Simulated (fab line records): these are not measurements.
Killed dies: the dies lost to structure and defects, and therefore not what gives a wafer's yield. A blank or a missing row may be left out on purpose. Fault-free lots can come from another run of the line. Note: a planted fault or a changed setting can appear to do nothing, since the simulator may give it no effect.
Which of the tools did it? || flow gf180mcu || 14 lots with 42 wafers sampled at 5 steps, on a route of 602 steps

== WHAT THE GAUGES SHOWED, per wafer ==
GF_V4_BOW_MEAS_05.
{"lot": "L316", "measured": "day 24 17:45", "on": "film metro-01", "V4_BOW (um)": "126 130 136"}
{"lot": "L317", "measured": "day 24 22:07", "on": "film metro-02", "V4_BOW (um)": "135 123 130"}
{"lot": "L318", "measured": "day 24 22:16", "on": "film metro-03", "V4_BOW (um)": "127 140 118"}
{"lot": "L319", "measured": "day 25 00:53", "on": "film metro-01", "V4_BOW (um)": "122 128 142"}
{"lot": "L323", "measured": "day 26 07:23", "on": "film metro-01", "V4_BOW (um)": "120 124 123"}
{"lot": "L324", "measured": "day 26 14:27", "on": "film metro-01", "V4_BOW (um)": "126 126 137"}
{"lot": "L322", "measured": "day 26 14:48", "on": "film metro-03", "V4_BOW (um)": "128 132 132"}
{"lot": "L325", "measured": "day 26 20:56", "on": "film metro-03", "V4_BOW (um)": "126 133 128"}
{"lot": "L328", "measured": "day 27 19:58", "on": "film metro-02", "V4_BOW (um)": "143 129 148"}
{"lot": "L329", "measured": "day 27 20:30", "on": "film metro-01", "V4_BOW (um)": "129 139 133"}
{"lot": "L330", "measured": "day 28 09:38", "on": "film metro-03", "V4_BOW (um)": "138 143 137"}
{"lot": "L336", "measured": "day 29 20:23", "on": "film metro-03", "V4_BOW (um)": "138 137 134"}

GF_V4_CD_MEAS_14 targets a cd of 260 nm.
{"lot": "L316", "measured": "day 25 15:03", "on": "cd sem-02", "cd nm (nm)": "260.0 260.1 260.4"}
{"lot": "L317", "measured": "day 25 19:52", "on": "cd sem-02", "cd nm (nm)": "260.8 262.0 260.7"}
{"lot": "L318", "measured": "day 25 20:11", "on": "cd sem-01", "cd nm (nm)": "260.4 260.4 259.7"}
{"lot": "L319", "measured": "day 25 22:23", "on": "cd sem-02", "cd nm (nm)": "260.1 260.0 259.6"}
{"lot": "L323", "measured": "day 27 03:32", "on": "cd sem-02", "cd nm (nm)": "261.3 260.5 259.4"}
{"lot": "L324", "measured": "day 27 10:44", "on": "cd sem-02", "cd nm (nm)": "263.4 263.2 262.4"}
{"lot": "L322", "measured": "day 27 11:05", "on": "cd sem-02", "cd nm (nm)": "260.5 260.4 261.6"}
{"lot": "L325", "measured": "day 27 17:50", "on": "cd sem-01", "cd nm (nm)": "259.1 259.0 259.5"}
{"lot": "L328", "measured": "day 28 16:09", "on": "cd sem-02", "cd nm (nm)": "258.8 258.9 259.4"}
{"lot": "L329", "measured": "day 28 16:44", "on": "cd sem-02", "cd nm (nm)": "260.7 262.0 261.7"}
{"lot": "L330", "measured": "day 29 04:58", "on": "cd sem-01", "cd nm (nm)": "261.8 261.8 262.4"}
{"lot": "L336", "measured": "day 30 15:33", "on": "cd sem-02", "cd nm (nm)": "261.1 260.9 260.6"}

== WHAT TOOL EACH LOT RAN ON (gives the tool, then ch and the chambers of the sampled wafers, and finally the start) ==
{"lot": "L316", "GF_M3_METAL_ETCH_16": "rie metal-01 ch 0,1, day 22 15:44", "GF_M3_STRIP_17": "plasma asher-03 ch 0,1, day 22 15:51", "GF_V4_CVD_02": "pecvd-01 ch 0,1,2, day 24 17:18"}
{"lot": "L317", "GF_M3_METAL_ETCH_16": "rie metal-03 ch 0,1, day 22 22:11", "GF_M3_STRIP_17": "plasma asher-02 ch 0,1, day 22 22:17", "GF_V4_CVD_02": "pecvd-02 ch 0,1, day 24 21:39"}
{"lot": "L318", "GF_M3_METAL_ETCH_16": "rie metal-04 ch 1, day 22 22:29", "GF_M3_STRIP_17": "plasma asher-03 ch 0, day 22 22:37", "GF_V4_CVD_02": "pecvd-03 ch 0,1, day 24 21:50"}
{"lot": "L319", "GF_M3_METAL_ETCH_16": "rie metal-03 ch 0, day 23 01:32", "GF_M3_STRIP_17": "plasma asher-02 ch 0,1, day 23 01:46", "GF_V4_CVD_02": "pecvd-02 ch 0,1,2, day 25 00:28"}
{"lot": "L323", "GF_M3_METAL_ETCH_16": "rie metal-03 ch 0,1, day 24 07:47", "GF_M3_STRIP_17": "plasma asher-03 ch 0,1, day 24 07:55", "GF_V4_CVD_02": "pecvd-01 ch 0,2, day 26 06:57"}
{"lot": "L324", "GF_M3_METAL_ETCH_16": "rie metal-01 ch 0,1, day 24 15:56", "GF_M3_STRIP_17": "plasma asher-01 ch 0,1, day 24 16:04", "GF_V4_CVD_02": "pecvd-03 ch 1,2, day 26 14:01"}
{"lot": "L322", "GF_M3_METAL_ETCH_16": "rie metal-04 ch 0,1, day 24 16:50", "GF_M3_STRIP_17": "plasma asher-01 ch 0,1, day 24 16:57", "GF_V4_CVD_02": "pecvd-01 ch 0,1,2, day 26 14:22"}
{"lot": "L325", "GF_M3_METAL_ETCH_16": "rie metal-03 ch 0,1, day 24 23:08", "GF_M3_STRIP_17": "plasma asher-03 ch 1, day 24 23:16", "GF_V4_CVD_02": "pecvd-01 ch 1,2, day 26 20:31"}
{"lot": "L326", "GF_M3_METAL_ETCH_16": "rie metal-03 ch 1, day 25 04:38", "GF_M3_STRIP_17": "plasma asher-03 ch 0,1, day 25 04:45", "GF_V4_CVD_02": "-"}
{"lot": "L327", "GF_M3_METAL_ETCH_16": "rie metal-04 ch 0,1, day 25 21:06", "GF_M3_STRIP_17": "plasma asher-01 ch 0,1, day 25 21:13", "GF_V4_CVD_02": "-"}
{"lot": "L328", "GF_M3_METAL_ETCH_16": "rie metal-03 ch 0,1, day 25 22:40", "GF_M3_STRIP_17": "plasma asher-03 ch 0,1, day 25 22:46", "GF_V4_CVD_02": "pecvd-03 ch 0,1,2, day 27 19:31"}
{"lot": "L329", "GF_M3_METAL_ETCH_16": "rie metal-01 ch 0,1, day 25 23:00", "GF_M3_STRIP_17": "plasma asher-01 ch 0,1, day 25 23:07", "GF_V4_CVD_02": "pecvd-02 ch 1,2, day 27 20:04"}
{"lot": "L330", "GF_M3_METAL_ETCH_16": "rie metal-01 ch 0,1, day 26 12:55", "GF_M3_STRIP_17": "plasma asher-01 ch 0,1, day 26 13:02", "GF_V4_CVD_02": "pecvd-03 ch 0,2, day 28 09:10"}
{"lot": "L336", "GF_M3_METAL_ETCH_16": "rie metal-03 ch 0,1, day 28 02:45", "GF_M3_STRIP_17": "plasma asher-02 ch 0,1, day 28 02:52", "GF_V4_CVD_02": "pecvd-03 ch 1,2, day 29 19:56"}
- GF_M3_METAL_ETCH_16: etches the open film in Cl2/BCl3, stops on SiO2, target depth 627.5 nm, time 104.6 s.
- GF_M3_STRIP_17: strips in O2/N2.
- GF_V4_CVD_02: deposits SiO2 from TEOS, target thk 850 nm, time 94.851 s.

== WHAT THE TOOLS THEMSELVES READ (means of the sampled wafers that have a number; where no wafer has one, the mark that the record gives instead) ==
GF_M3_METAL_ETCH_16.
{"lot": "L316", "tool": "rie metal-01", "bcl3 flow sccm (sccm)": 39.93, "bias w (W)": 140.0, "drypump motor current A (A)": 6.3, "mfc cl2 sccm (sccm)": 79.88, "oes product au (a.u.)": 0.969, "throttle valve pct (%)": 28.246}
{"lot": "L317", "tool": "rie metal-03", "bcl3 flow sccm (sccm)": 40.02, "bias w (W)": 140.0, "drypump motor current A (A)": 5.3, "mfc cl2 sccm (sccm)": 80.05, "oes product au (a.u.)": 0.969, "throttle valve pct (%)": 28.249}
{"lot": "L318", "tool": "rie metal-04", "bcl3 flow sccm (sccm)": 39.99, "bias w (W)": 139.6, "drypump motor current A (A)": 5.5, "mfc cl2 sccm (sccm)": 80.05, "oes product au (a.u.)": 0.972, "throttle valve pct (%)": 28.259}
{"lot": "L319", "tool": "rie metal-03", "bcl3 flow sccm (sccm)": 39.93, "bias w (W)": 140.6, "drypump motor current A (A)": 5.6, "mfc cl2 sccm (sccm)": 80.26, "oes product au (a.u.)": 0.974, "throttle valve pct (%)": 28.255}
{"lot": "L323", "tool": "rie metal-03", "bcl3 flow sccm (sccm)": 39.94, "bias w (W)": 140.3, "drypump motor current A (A)": 5.5, "mfc cl2 sccm (sccm)": 80.03, "oes product au (a.u.)": 0.969, "throttle valve pct (%)": 28.260}
{"lot": "L324", "tool": "rie metal-01", "bcl3 flow sccm (sccm)": 39.95, "bias w (W)": 140.2, "drypump motor current A (A)": 6.1, "mfc cl2 sccm (sccm)": 79.78, "oes product au (a.u.)": 0.970, "throttle valve pct (%)": 28.249}
{"lot": "L322", "tool": "rie metal-04", "bcl3 flow sccm (sccm)": 39.95, "bias w (W)": 139.9, "drypump motor current A (A)": 5.8, "mfc cl2 sccm (sccm)": 79.89, "oes product au (a.u.)": 0.971, "throttle valve pct (%)": 28.252}
{"lot": "L325", "tool": "rie metal-03", "bcl3 flow sccm (sccm)": 39.95, "bias w (W)": 140.3, "drypump motor current A (A)": 5.4, "mfc cl2 sccm (sccm)": 80.09, "oes product au (a.u.)": 0.971, "throttle valve pct (%)": 28.254}
{"lot": "L326", "tool": "rie metal-03", "bcl3 flow sccm (sccm)": "-", "bias w (W)": "-", "drypump motor current A (A)": "-", "mfc cl2 sccm (sccm)": "-", "oes product au (a.u.)": "-", "throttle valve pct (%)": "-"}
{"lot": "L327", "tool": "rie metal-04", "bcl3 flow sccm (sccm)": "-", "bias w (W)": "-", "drypump motor current A (A)": "-", "mfc cl2 sccm (sccm)": "-", "oes product au (a.u.)": "-", "throttle valve pct (%)": "-"}
{"lot": "L328", "tool": "rie metal-03", "bcl3 flow sccm (sccm)": 40.01, "bias w (W)": 139.7, "drypump motor current A (A)": 5.3, "mfc cl2 sccm (sccm)": 80.12, "oes product au (a.u.)": 0.969, "throttle valve pct (%)": 28.249}
{"lot": "L329", "tool": "rie metal-01", "bcl3 flow sccm (sccm)": 39.86, "bias w (W)": 140.0, "drypump motor current A (A)": 6.4, "mfc cl2 sccm (sccm)": 79.98, "oes product au (a.u.)": 0.965, "throttle valve pct (%)": 28.244}
{"lot": "L330", "tool": "rie metal-01", "bcl3 flow sccm (sccm)": 40.06, "bias w (W)": 140.3, "drypump motor current A (A)": 6.1, "mfc cl2 sccm (sccm)": 80.10, "oes product au (a.u.)": 0.975, "throttle valve pct (%)": 28.245}
{"lot": "L336", "tool": "rie metal-03", "bcl3 flow sccm (sccm)": 39.99, "bias w (W)": 139.7, "drypump motor current A (A)": 5.3, "mfc cl2 sccm (sccm)": 79.78, "oes product au (a.u.)": 0.966, "throttle valve pct (%)": 28.251}

GF_M3_STRIP_17.
{"lot": "L316", "tool": "plasma asher-03", "drypump motor current A (A)": 6.4, "heater power w (W)": 294, "oes product au (a.u.)": 0.564, "platen temp c (C)": 249.96, "strip time to endpoint s (s)": 8.06}
{"lot": "L317", "tool": "plasma asher-02", "drypump motor current A (A)": 5.4, "heater power w (W)": 314, "oes product au (a.u.)": 0.565, "platen temp c (C)": 250.08, "strip time to endpoint s (s)": 8.06}
{"lot": "L318", "tool": "plasma asher-03", "drypump motor current A (A)": 6.5, "heater power w (W)": 300, "oes product au (a.u.)": 0.565, "platen temp c (C)": 250.31, "strip time to endpoint s (s)": 8.05}
{"lot": "L319", "tool": "plasma asher-02", "drypump motor current A (A)": 5.5, "heater power w (W)": 308, "oes product au (a.u.)": 0.565, "platen temp c (C)": 250.09, "strip time to endpoint s (s)": 8.01}
{"lot": "L323", "tool": "plasma asher-03", "drypump motor current A (A)": 6.3, "heater power w (W)": 296, "oes product au (a.u.)": 0.566, "platen temp c (C)": 250.17, "strip time to endpoint s (s)": 8.03}
{"lot": "L324", "tool": "plasma asher-01", "drypump motor current A (A)": 5.6, "heater power w (W)": 307, "oes product au (a.u.)": 0.565, "platen temp c (C)": 250.08, "strip time to endpoint s (s)": 8.06}
{"lot": "L322", "tool": "plasma asher-01", "drypump motor current A (A)": 5.5, "heater power w (W)": 310, "oes product au (a.u.)": 0.565, "platen temp c (C)": 250.03, "strip time to endpoint s (s)": 8.04}
{"lot": "L325", "tool": "plasma asher-03", "drypump motor current A (A)": 6.2, "heater power w (W)": 294, "oes product au (a.u.)": 0.562, "platen temp c (C)": 250.10, "strip time to endpoint s (s)": 8.00}
{"lot": "L326", "tool": "plasma asher-03", "drypump motor current A (A)": 6.3, "heater power w (W)": 295, "oes product au (a.u.)": 0.669, "platen temp c (C)": 249.80, "strip time to endpoint s (s)": 10.40}
{"lot": "L327", "tool": "plasma asher-01", "drypump motor current A (A)": 5.6, "heater power w (W)": 306, "oes product au (a.u.)": 0.664, "platen temp c (C)": 249.88, "strip time to endpoint s (s)": 10.38}
{"lot": "L328", "tool": "plasma asher-03", "drypump motor current A (A)": 6.3, "heater power w (W)": 301, "oes product au (a.u.)": 0.564, "platen temp c (C)": 250.05, "strip time to endpoint s (s)": 7.99}
{"lot": "L329", "tool": "plasma asher-01", "drypump motor current A (A)": 5.5, "heater power w (W)": 311, "oes product au (a.u.)": 0.561, "platen temp c (C)": 250.03, "strip time to endpoint s (s)": 8.08}
{"lot": "L330", "tool": "plasma asher-01", "drypump motor current A (A)": 5.5, "heater power w (W)": 312, "oes product au (a.u.)": 0.563, "platen temp c (C)": 249.90, "strip time to endpoint s (s)": 8.05}
{"lot": "L336", "tool": "plasma asher-02", "drypump motor current A (A)": 5.5, "heater power w (W)": 307, "oes product au (a.u.)": 0.565, "platen temp c (C)": 249.97, "strip time to endpoint s (s)": 8.05}

GF_V4_CVD_02.
{"lot": "L316", "tool": "pecvd-01", "heater power outer w (W)": 427, "heater power w (W)": 710}
{"lot": "L317", "tool": "pecvd-02", "heater power outer w (W)": 320, "heater power w (W)": 595}
{"lot": "L318", "tool": "pecvd-03", "heater power outer w (W)": 396, "heater power w (W)": 653}
{"lot": "L319", "tool": "pecvd-02", "heater power outer w (W)": 359, "heater power w (W)": 641}
{"lot": "L323", "tool": "pecvd-01", "heater power outer w (W)": 405, "heater power w (W)": 699}
{"lot": "L324", "tool": "pecvd-03", "heater power outer w (W)": 402, "heater power w (W)": 663}
{"lot": "L322", "tool": "pecvd-01", "heater power outer w (W)": 425, "heater power w (W)": 719}
{"lot": "L325", "tool": "pecvd-01", "heater power outer w (W)": 456, "heater power w (W)": 787}
{"lot": "L328", "tool": "pecvd-03", "heater power outer w (W)": 395, "heater power w (W)": 651}
{"lot": "L329", "tool": "pecvd-02", "heater power outer w (W)": 368, "heater power w (W)": 666}
{"lot": "L330", "tool": "pecvd-03", "heater power outer w (W)": 337, "heater power w (W)": 597}
{"lot": "L336", "tool": "pecvd-03", "heater power outer w (W)": 383, "heater power w (W)": 656}

== THE ANSWER, worked out from the rows above alone ==
Rule: usual is defined by the lots themselves. The widest of any qualifying gaps counts: lots, ordered by their means at a reading, are off when they make up no more than a third of the lots, leave a main group of 4 or more, and stand apart from it by 3 or more times the standard deviation of that group's means. Not used: any main group whose means are identical at the precision the tables above print for the reading. A lot without any number at a reading at which 4 lots or more have one is off too. Any other lot the step has rows for is counted as sound. After the gauges, taken in route order, come the tools' own readings; for these a lot's mean is taken, as printed above. At the first step where some lot is off, the reading lying furthest off is the one used; lots without a number count as furthest.
Off: L326, L327 (GF_M3_METAL_ETCH_16, bcl3 flow sccm). Without a number there: L326, L327. The main group has a mean of 39.97 sccm with a standard deviation of 0.05.
If a tool, at that step or one of the process steps before it, ran each lot that is off and ran no sound lot following the first of them, it fits. None of those tried fits.

== WHAT WAS PUT IN BY THE SIMULATOR ==
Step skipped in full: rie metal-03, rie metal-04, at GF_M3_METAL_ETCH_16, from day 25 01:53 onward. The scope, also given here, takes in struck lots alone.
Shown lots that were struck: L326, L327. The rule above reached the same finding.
